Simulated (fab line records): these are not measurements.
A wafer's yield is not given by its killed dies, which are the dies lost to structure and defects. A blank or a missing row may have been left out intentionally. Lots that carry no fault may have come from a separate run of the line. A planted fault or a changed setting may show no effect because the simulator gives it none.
Struck lot and sound lot, side by side    flow sky130    35 steps out of a route of 708
Sound: the wafers L622.1, L622.2, L622.3. The struck wafers were L630.1, L630.5, L630.6. The cause comes at the end.
Order at every step that has rows: each side's tool, ch and its chambers, its first start. Under that, the readings that differ: sound wafers    struck wafers    difference of the means    sigmas: that difference in standard deviations of wafers without a fault.
alike: readings whose means differ by less than 2 such deviations, and words and numbers that are the same on both sides. not compared: withheld readings, readings that some wafer has no value for, bounds like >300 that may hide the same value, and numbers for which the record gives no deviation and whose values overlap.
Wherever a step has rows on one side only, a row that says differs or no value, or a row with sigmas, the two part there. Numbers that have no deviation but don't overlap get no sigmas and don't part them. Lack of a reading on every wafer of one side parts them only where that side has two or more wafers.

SKY_SD_P_CD_MEAS_07 targets a cd of 380 nm.
  sound: cd_sem-02 at day 26 05:15; struck: cd_sem-01 at day 29 09:49
  alike: cd_nm
SKY_SD_P_OVL_MEAS_08:
  sound: overlay-02 at day 26 05:22; struck: overlay-01 at day 29 09:56
  alike: SD_P_OVL
following that, these wafers have no rows for 1 step: SKY_SD_P_IMPLANT_09.
SKY_SD_P_STRIP_10: strips in O2/N2.
  sound on plasma_asher-04 ch 0,1, day 26 05:34; struck on plasma_asher-04 ch 0,1, day 29 10:07
  alike: chamber_pressure_mTorr, drypump_motor_current_A, n2_flow_sccm, oes_product_au, strip_time_to_endpoint_s
  not compared: rf_hours_counter_h
SKY_SD_P_TW_MEAS_11:
  sound: film_metro-01 at day 26 05:40; struck: film_metro-04 at day 29 10:13
  alike: SD_P_TW
then, 7 steps without rows for these wafers: SKY_RES_XHIGH_DEHYDRATE_00 (time 60 s); SKY_RES_XHIGH_HMDS_01 (prime time 60 s); SKY_RES_XHIGH_COAT_02 (resist thk 1140 nm); SKY_RES_XHIGH_SOFTBAKE_03 (time 60 s); SKY_RES_XHIGH_EXPOSE_04 (exposes mask URPM, target cd 1270 nm); SKY_RES_XHIGH_PEB_05; SKY_RES_XHIGH_DEVELOP_06 (develop time 60 s).
SKY_RES_XHIGH_IMPLANT_07:
  sound on implanter-02 ch 0, day 27 10:54; struck on implanter-02 ch 0, day 30 14:37
  alike: beam_energy_keV, dose_ions_cm2, faraday_current_uA
SKY_RES_XHIGH_STRIP_08: strips in O2/N2.
  sound on plasma_asher-01 ch 0,1, day 27 11:03; struck on plasma_asher-03 ch 0,1, day 30 14:46
  alike: chamber_pressure_mTorr, drypump_motor_current_A, n2_flow_sccm, oes_product_au, strip_time_to_endpoint_s
  not compared: rf_hours_counter_h
SKY_RES_XHIGH_TW_MEAS_09:
  sound: film_metro-03 at day 27 11:09; struck: film_metro-04 at day 30 14:52
  alike: RES_XHIGH_TW
then, 7 steps without rows for these wafers: SKY_SD_N_DEHYDRATE_00 (time 60 s); SKY_SD_N_HMDS_01 (prime time 60 s); SKY_SD_N_COAT_02 (resist thk 1140 nm); SKY_SD_N_SOFTBAKE_03 (time 60 s); SKY_SD_N_EXPOSE_04 (exposes mask NSDM, target cd 380 nm); SKY_SD_N_PEB_05; SKY_SD_N_DEVELOP_06 (develop time 60 s).
SKY_SD_N_CD_MEAS_07 targets a cd of 380 nm.
  sound: cd_sem-02 at day 28 15:06; struck: cd_sem-02 at day 31 18:49
  alike: cd_nm
SKY_SD_N_OVL_MEAS_08:
  sound: overlay-02 at day 28 15:13; struck: overlay-02 at day 31 18:56
  alike: SD_N_OVL
then, 2 steps without rows for these wafers: SKY_SD_N_IMPLANT_09; SKY_SD_N_IMPLANT_10.
SKY_SD_N_STRIP_11: strips in O2/N2.
  sound on plasma_asher-04 ch 0,1, day 28 15:33; struck on plasma_asher-01 ch 0,1, day 31 19:17
reading                       sound              struck             difference  sigmas
strip_time_to_endpoint_s (s)  22.56 22.57 22.58  22.47 22.51 22.46  -0.09       -2
  alike: chamber_pressure_mTorr, drypump_motor_current_A, n2_flow_sccm, oes_product_au
  not compared: rf_hours_counter_h
SKY_SD_N_TW_MEAS_12:
  sound: film_metro-01 at day 28 15:39; struck: film_metro-04 at day 31 19:23
reading  sound           struck          difference  sigmas
SD_N_TW  4014 3987 3959  4036 4037 4060  +58         +3
then, 1 step without rows for these wafers: SKY_SD_N_CLEAN_13 (cleans in SC1/SC2, time 150 s).
SKY_SD_N_RTA_14: time 2 s.
  sound on rtp_anneal-02 ch 0, day 28 15:46; struck on rtp_anneal-02 ch 0, day 31 19:30
  alike: anneal_temp_c_max, lamp_power_pct, wafer_temp_C_max
SKY_SD_N_RS_MEAS_16: a four-point-probe measurement.
  sound: film_metro-03 at day 28 15:56; struck: film_metro-03 at day 31 19:40
  alike: SD_N_RS
SKY_SD_N_RS_MEAS_17: a four-point-probe measurement.
  sound: film_metro-03 at day 28 16:04; struck: film_metro-03 at day 31 19:47
  alike: SD_P_RS
SKY_SD_N_RS_MEAS_18: a four-point-probe measurement.
  sound: film_metro-03 at day 28 16:11; struck: film_metro-03 at day 31 19:55
reading                sound              struck             difference  sigmas
RES_XHIGH_RS (ohm/sq)  333.0 332.6 332.2  348.5 349.9 350.0  +16.9       +14
then, 1 step without rows for these wafers: SKY_SALICIDE_CLEAN_00 (cleans in HF-last, time 30 s).
-- the record jumps here: 17 days lie between the struck wafers' starts before and after (it left off in module SALICIDE and takes up again in module PAD_OPEN, whose first step shown is number 708 of the route) --
SKY_PAD_OPEN_PROBE_99:
  sound: prober-02 at day 46 10:34; struck: prober-02 at day 48 14:46
reading                                   sound              struck          difference  sigmas
model.etest.res_xhigh_po.rs_ohm_sq_range  57.47 56.47 55.76  2288 2209 2270  +2199       
  alike: killed_at_M0_to_M3, killed_at_M4_up, killed_at_contacts, killed_at_front_end, killed_at_other, killed_dies, killed_on_rim, killed_open, killed_short

WHERE THEY PART
Last at SKY_SD_N_RS_MEAS_18 as far as this record goes, first at SKY_SD_N_STRIP_11. Later steps at which nothing parts them and some readings are alike: SKY_PAD_OPEN_PROBE_99.

WHY: what the simulator had put in
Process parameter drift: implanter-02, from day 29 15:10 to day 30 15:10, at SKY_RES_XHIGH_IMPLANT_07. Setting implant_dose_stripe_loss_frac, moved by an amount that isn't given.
